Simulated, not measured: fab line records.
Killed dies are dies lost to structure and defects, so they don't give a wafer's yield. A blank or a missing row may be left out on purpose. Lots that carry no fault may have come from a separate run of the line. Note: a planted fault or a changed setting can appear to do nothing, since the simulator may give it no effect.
Matching of chambers	flow sky130	4 sister chambers for SKY_VIA2_CMP_02 on cmp-02
The step polishes SiO2. 4 wafers are shown with their chamber, then 9 later ones without.

== EACH WAFER AND ITS CHAMBER ==
wafer	chamber	motor-current-A (A)
L980.5	1	12.3
L987.2	0	10.8
L987.4	2	11.9
L987.6	3	11.3

== WAFERS WHOSE CHAMBER IS MISSING ==
wafer	motor-current-A (A)
L988.2	11.0
L988.4	10.7
L988.6	12.1
L989.1	11.0
L989.5	10.6
L989.6	12.7
L992.1	12.6
L992.3	11.1
L992.4	12.0

== EACH ONE'S CHAMBER ==
wafer	from the rows above	in truth
L988.2	can't be placed: 0 or 3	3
L988.4	0	0
L988.6	can't be placed: 2 or 1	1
L989.1	can't be placed: 0 or 3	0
L989.5	0	0
L989.6	can't be placed: 1 or 2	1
L992.1	can't be placed: 1 or 2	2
L992.3	can't be placed: 3 or 0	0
L992.4	can't be placed: 2 or 1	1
2 of 9 placed correctly. Can't be placed from these rows: 7 (the true chamber is among the candidates in 7). Number placed wrongly: 0.
How it was worked out, from the rows above alone: a wafer's distance from a chamber is the root of the sum, over the readings, of the square of ((its reading less the chamber's mean) divided by the reading's scatter). If the next closest chamber is less than 2 further off than the closest, the wafer can't be placed; otherwise it belongs to the closest. Each chamber's mean is taken over the wafers shown for it. The scatter (one wafer shown for each chamber): square how far every hidden wafer sits from the nearest shown wafer, average those squares and take the square root.
